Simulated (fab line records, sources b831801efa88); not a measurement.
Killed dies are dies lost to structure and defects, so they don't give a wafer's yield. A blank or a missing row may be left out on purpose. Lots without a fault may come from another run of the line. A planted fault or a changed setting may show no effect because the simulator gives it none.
Tool commonality check | flow sky130 | 14 lots, 42 wafers sampled

WHY IT WAS OPENED
At SKY_NWELL_RS_MEAS_29 the reading NWELL_RS is flagged on 2 of 14 lots. Wafers without a fault read 624.4 ohm/sq, standard deviation 2.
Rule: a lot is flagged when every wafer of it that has a number lies more than 4 standard deviations from that mean, or none has a number. The other lots count as sound.

lot  | measured     | on            | NWELL_RS (ohm/sq), wafer by wafer | flag
L445 | day 5 07:12  | film_metro-03 | 628.2 628.1 627.0                 |
L446 | day 5 13:38  | film_metro-03 | 628.8 628.4 629.5                 |
L447 | day 5 19:30  | film_metro-04 | 622.9 624.0 622.2                 |
L448 | day 6 02:41  | film_metro-03 | 624.4 626.0 625.2                 |
L450 | day 6 12:26  | film_metro-04 | 622.4 623.2 621.9                 |
L456 | day 8 00:43  | film_metro-04 | 649.4 649.6 650.6                 | FLAGGED
L457 | day 8 06:46  | film_metro-04 | 651.1 650.2 650.2                 | FLAGGED
L458 | day 8 14:23  | film_metro-03 | 623.8 624.4 625.5                 |
L459 | day 8 23:32  | film_metro-04 | 623.7 623.4 622.1                 |
L462 | day 9 13:53  | film_metro-03 | 623.6 625.2 624.8                 |
L463 | day 9 18:37  | film_metro-03 | 624.2 622.8 624.1                 |
L464 | day 10 03:01 | film_metro-04 | 624.5 622.9 623.4                 |
L465 | day 10 07:25 | film_metro-02 | 624.9 624.6 624.1                 |
L466 | day 10 13:11 | film_metro-03 | 626.6 626.9 624.3                 |
The numbers of the flagged lots are 650.2 ohm/sq on average: +25.8 ohm/sq against the usual, or +13 standard deviations.

WHICH TOOL RAN EACH LOT
The record holds 2 process steps before the reading, out of a route of 708 steps. In each cell: the tool, then ch and the chambers that the sampled wafers went through, then the start.
lot  | flag    | SKY_FIELD_ISO_ETCH_17           | SKY_NWELL_IMPLANT_13
L445 |         | rie_si-01 ch 1,3, day 2 04:32   | implanter-03 ch 0, day 4 13:02
L446 |         | rie_si-02 ch 0,2,3, day 2 11:00 | implanter-03 ch 0, day 4 18:31
L447 |         | rie_si-01 ch 0,3, day 2 16:15   | implanter-01 ch 0, day 5 01:17
L448 |         | rie_si-02 ch 0,2, day 2 21:15   | implanter-03 ch 0, day 5 07:40
L450 |         | rie_si-01 ch 0,1,3, day 3 07:23 | implanter-02 ch 0, day 5 17:26
L456 | FLAGGED | rie_si-01 ch 0,1,3, day 4 15:32 | implanter-03, day 7 05:15
L457 | FLAGGED | rie_si-01 ch 0,1, day 4 19:54   | implanter-03, day 7 09:28
L458 |         | rie_si-02 ch 0,2, day 5 01:36   | implanter-01 ch 0, day 7 16:36
L459 |         | rie_si-01 ch 0,1,3, day 5 05:50 | implanter-03 ch 0, day 8 01:52
L462 |         | rie_si-02 ch 0,2,3, day 5 20:27 | implanter-02 ch 0, day 8 16:22
L463 |         | rie_si-01 ch 1,2,3, day 6 02:27 | implanter-03 ch 0, day 8 20:33
L464 |         | rie_si-01 ch 0,2,3, day 6 09:02 | implanter-02 ch 0, day 9 05:13
L465 |         | rie_si-02 ch 1,2,3, day 6 13:57 | implanter-03 ch 0, day 9 09:18
L466 |         | rie_si-01 ch 2,3, day 6 17:57   | implanter-02 ch 0, day 9 14:29
What these steps do:
- SKY_FIELD_ISO_ETCH_17: etches Si in HBr/Cl2/O2, target depth 342 nm, time 97.7 s.
- SKY_NWELL_IMPLANT_13
- SKY_NWELL_RS_MEAS_29: measures by four-point-probe.

FLAGGED OVER TOTAL, TOOL BY TOOL (the gauges that took the reading come last)
step                  | tool          | lots run | flagged | share of the flagged lots | sound lots run after its first flagged lot
SKY_FIELD_ISO_ETCH_17 | rie_si-01     | 9        | 2       | all                       | 4 (L459,L463,L464,L466)
SKY_FIELD_ISO_ETCH_17 | rie_si-02     | 5        | 0       | none                      | -
SKY_NWELL_IMPLANT_13  | implanter-01  | 2        | 0       | none                      | -
SKY_NWELL_IMPLANT_13  | implanter-02  | 4        | 0       | none                      | -
SKY_NWELL_IMPLANT_13  | implanter-03  | 8        | 2       | all                       | 3 (L459,L463,L465)
SKY_NWELL_RS_MEAS_29  | film_metro-02 | 1        | 0       | none                      | -
SKY_NWELL_RS_MEAS_29  | film_metro-03 | 7        | 0       | none                      | -
SKY_NWELL_RS_MEAS_29  | film_metro-04 | 6        | 2       | all                       | 2 (L459,L464)

WHAT THE TABLE ALLOWS
3 rows of the table ran every flagged lot: rie_si-01 at SKY_FIELD_ISO_ETCH_17, implanter-03 at SKY_NWELL_IMPLANT_13, film_metro-04 at SKY_NWELL_RS_MEAS_29.
- rie_si-01 at SKY_FIELD_ISO_ETCH_17: 2 of its 9 lots flagged. Sound lots ran on it after the first flagged one (L459, L463, L464, L466), which a lasting fault on the whole tool wouldn't allow.
- implanter-03 at SKY_NWELL_IMPLANT_13: 2 of its 8 lots flagged. Sound lots ran on it after the first flagged one (L459, L463, L465), which a lasting fault on the whole tool wouldn't allow. On the flagged lots its readings are blank where sound lots have values: beam_energy_keV, beam_on_s, end_station_pressure_torr.
- film_metro-04 at SKY_NWELL_RS_MEAS_29: 2 of its 6 lots flagged. Sound lots ran on it after the first flagged one (L459, L464), which a lasting fault on the whole tool wouldn't allow.
No row of the table ran every flagged lot and no sound lot after the first.

WHAT THE SIMULATOR HAD PUT IN
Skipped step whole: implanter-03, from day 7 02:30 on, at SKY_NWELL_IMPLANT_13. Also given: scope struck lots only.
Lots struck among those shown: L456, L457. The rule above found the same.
